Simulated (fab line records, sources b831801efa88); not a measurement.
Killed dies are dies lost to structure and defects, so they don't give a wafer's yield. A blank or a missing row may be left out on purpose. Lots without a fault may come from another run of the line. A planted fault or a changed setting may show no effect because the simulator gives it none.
Which tool did it? | flow sky130 | 11 lots, 32 wafers sampled, at 1 step of a route of 708

WHAT THE GAUGES READ, wafer by wafer
SKY_VIA4_BOW_MEAS_03.
lot  | measured     | on            | VIA4_BOW (um)
L318 | day 42 07:24 | film_metro-02 | 78 79 85
L319 | day 42 14:04 | film_metro-03 | 75 69 68
L320 | day 43 01:10 | film_metro-02 | 81 89 77
L325 | day 44 11:26 | film_metro-01 | 84 88
L326 | day 44 16:32 | film_metro-02 | 82 74 74
L327 | day 45 06:56 | film_metro-01 | 90 86 79
L333 | day 46 14:55 | film_metro-03 | 75 82 81
L335 | day 46 22:39 | film_metro-01 | 60 79 72
L337 | day 47 11:17 | film_metro-02 | 82 83 77
L339 | day 47 22:05 | film_metro-01 | 87 96 79
L340 | day 48 04:13 | film_metro-02 | 86 72 74

WHICH TOOL RAN EACH LOT (tool, then ch and the chambers of the sampled wafers, then the start)
The record holds no process step before these readings.

THE ANSWER, worked out from the rows above alone
Rule: what is usual is taken from the lots themselves. Put in order of their means at a reading, lots are off if they are a third of the lots or fewer, leave a main group of 4 or more, and stand apart from it by a gap of 3 or more times the standard deviation of the main group's means; of several such gaps the widest counts. A main group whose means are all the same, to the digits that the tables above print for the reading, isn't used. A lot without any number at a reading at which 4 lots or more have one is off too. The other lots that the step has rows for count as sound.
No lot is off at any reading shown: from this, nothing can be told.

WHAT THE SIMULATOR HAD PUT IN
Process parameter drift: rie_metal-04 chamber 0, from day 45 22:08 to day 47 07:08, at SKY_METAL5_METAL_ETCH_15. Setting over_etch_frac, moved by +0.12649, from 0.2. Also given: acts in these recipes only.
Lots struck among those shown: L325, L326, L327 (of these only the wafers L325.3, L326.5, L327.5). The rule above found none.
